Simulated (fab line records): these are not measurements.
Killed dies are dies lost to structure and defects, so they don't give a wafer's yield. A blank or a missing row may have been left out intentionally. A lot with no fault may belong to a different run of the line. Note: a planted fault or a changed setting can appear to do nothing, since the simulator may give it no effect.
The tool behind it: which one?    flow gf180mcu    Sampling: 14 lots, 42 wafers, 4 of 602 route steps

== WHAT EACH GAUGE READ, for each wafer ==
GF_HV_LDD_RS_MEAS_53: measurement is done with a four-point probe.
lot   measured      on             HV_LDD_RS (ohm/sq)
L703  day 12 09:41  film-metro-02  418.7 418.4 417.9
L704  day 12 16:05  film-metro-01  417.4 417.9 417.8
L705  day 13 03:25  film-metro-02  417.9 417.1 418.0
L706  day 13 09:22  film-metro-01  418.3 417.7 418.3
L707  day 13 18:02  film-metro-01  417.5 417.9 418.4
L709  day 14 11:57  film-metro-02  417.2 418.0 416.9
L711  day 15 07:05  film-metro-01  417.2 418.3 417.5
L712  day 15 11:23  film-metro-03  417.0 416.1 415.6
L713  day 15 23:50  film-metro-01  418.9 419.0 418.4
L719  day 17 19:56  film-metro-02  424.1 424.0 423.0
L720  day 18 03:16  film-metro-03  421.1 419.8 420.9
L723  day 19 05:12  film-metro-03  416.9 417.0 416.8
L724  day 19 11:31  film-metro-02  417.7 417.3 418.3
L725  day 19 22:34  film-metro-02  416.0 416.3 416.4

GF_V2_OVL_MEAS_15.
lot   measured      on          V2_OVL (nm)
L703  day 20 06:35  overlay-02  -9 -5 -1
L704  day 20 14:14  overlay-02  -5 -6 -9
L705  day 21 03:29  overlay-01  -8 -4 -10
L706  day 21 12:25  overlay-02  -3 -2 3
L707  day 21 20:38  overlay-01  -13 -4 0
L709  day 22 16:10  overlay-02  -2 -3 -9
L711  day 23 13:13  overlay-02  -14 -11 -7
L712  day 23 19:34  overlay-01  -10 -6 -4
L713  day 24 08:20  overlay-02  -9 -8 -3
L719  day 25 23:56  overlay-02  -8 -11 -13
L720  day 26 09:11  overlay-01  -9 -14 -8
L723  day 27 06:17  overlay-02  -16 -11 -13
L724  day 27 12:17  overlay-01  -3 2 -6
L725  day 27 19:01  overlay-01  -12 -10 -10

== WHICH TOOL RAN EACH LOT (tool, then ch and the chambers of the sampled wafers, then the start) ==
lot   GF_HV_LDD_IMPLANT_36             GF_V2_CMP_04
L703  implanter-01 ch 0, day 11 14:19  cmp-01 ch 1,3, day 19 05:51
L704  implanter-04 ch 0, day 11 20:27  cmp-01 ch 0,1, day 19 13:19
L705  implanter-01 ch 0, day 12 07:03  cmp-01 ch 0,1,2, day 20 03:01
L706  implanter-01 ch 0, day 12 12:27  cmp-01 ch 0,2,3, day 20 12:16
L707  implanter-01 ch 0, day 12 21:40  cmp-01 ch 2,3, day 20 20:44
L709  implanter-02 ch 0, day 13 14:30  cmp-01 ch 0,3, day 21 16:22
L711  implanter-04 ch 0, day 14 08:54  cmp-01 ch 2,3, day 22 14:24
L712  implanter-04 ch 0, day 14 13:30  cmp-02 ch 0,1,3, day 22 20:25
L713  implanter-02 ch 0, day 15 01:45  cmp-01 ch 0,1,3, day 23 09:26
L719  implanter-02 ch 0, day 16 21:01  cmp-02 ch 1,2, day 25 02:11
L720  implanter-02 ch 0, day 17 02:55  cmp-02 ch 1,2, day 25 11:40
L723  implanter-01 ch 0, day 18 04:43  cmp-02 ch 0,1,3, day 26 09:50
L724  implanter-01 ch 0, day 18 10:32  cmp-01 ch 0,1,2, day 26 15:55
L725  implanter-04 ch 0, day 18 21:41  cmp-01 ch 2,3, day 26 22:40
- GF_HV_LDD_IMPLANT_36
- GF_V2_CMP_04: polishes SiO2.

== WHAT THE TOOLS THEMSELVES READ (means of the sampled wafers that have a number; where no wafer has one, the mark that the record gives instead) ==
GF_HV_LDD_IMPLANT_36.
lot   tool          dose-ions-cm2  faraday-current-uA
L703  implanter-01  7.491e+12      42.7
L704  implanter-04  7.490e+12      43.0
L705  implanter-01  7.498e+12      42.7
L706  implanter-01  7.502e+12      42.4
L707  implanter-01  7.501e+12      42.3
L709  implanter-02  7.508e+12      41.8
L711  implanter-04  7.498e+12      41.4
L712  implanter-04  7.504e+12      42.5
L713  implanter-02  7.502e+12      41.8
L719  implanter-02  5.810e+12      32.6
L720  implanter-02  5.815e+12      32.0
L723  implanter-01  7.487e+12      41.3
L724  implanter-01  7.501e+12      42.0
L725  implanter-04  7.500e+12      41.9

GF_V2_CMP_04.
lot   tool    motor-current-A (A)  time-to-endpoint-s (s)
L703  cmp-01  11.7                 79
L704  cmp-01  12.3                 82
L705  cmp-01  13.1                 79
L706  cmp-01  12.1                 74
L707  cmp-01  12.9                 73
L709  cmp-01  11.1                 73
L711  cmp-01  13.0                 77
L712  cmp-02  12.2                 74
L713  cmp-01  11.2                 68
L719  cmp-02  12.5                 77
L720  cmp-02  12.4                 81
L723  cmp-02  12.6                 81
L724  cmp-01  13.2                 78
L725  cmp-01  13.1                 79

== THE ANSWER, worked out from the rows above alone ==
Rule: the usual values come from the lots themselves. Put in order of their means at a reading, lots are off if they are a third of the lots or fewer, leave a main group of 4 or more, and stand apart from it by a gap of 3 or more times the standard deviation of the main group's means; of several such gaps the widest counts. If all means in a main group match to the digits the tables above print for the reading, that group is not used. Also off: a lot with no number at a reading for which 4 or more lots have one. All remaining lots with rows at the step are treated as sound. The gauges are gone through in route order, then the tools' own readings, and for those a lot's mean is taken as printed above. The first step at which some lot is off is used, and at that step the reading that is off furthest; a lot without a number counts as furthest.
Off, at GF_HV_LDD_IMPLANT_36 on dose-ions-cm2: L719, L720. For the main group the mean is 7.498e+12 and the standard deviation 5.9e+09.
If a tool, at that step or one of the process steps before it, ran each lot that is off and ran no sound lot following the first of them, it fits. One fits: GF_HV_LDD_IMPLANT_36 on implanter-02. Its last sound lot is L713 (day 15 01:45), its first lot that is off L719 (day 16 21:01): a fault that began between those two fits.
The tool's own readings at GF_HV_LDD_IMPLANT_36 bear it out: on the lots that are off they differ by more than 5 times the standard deviation of the sound lots' means. dose-ions-cm2 reads 5.812e+12 there against 7.498e+12 on the sound lots; faraday-current-uA reads 32.3 there against 42.1 on the sound lots.

== WHAT THE SIMULATOR PUT IN ==
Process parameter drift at GF_HV_LDD_IMPLANT_36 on implanter-02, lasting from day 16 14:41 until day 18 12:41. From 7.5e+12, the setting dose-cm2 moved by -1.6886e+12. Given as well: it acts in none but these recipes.
Struck lots among those shown: L719, L720. Same finding as the rule above.
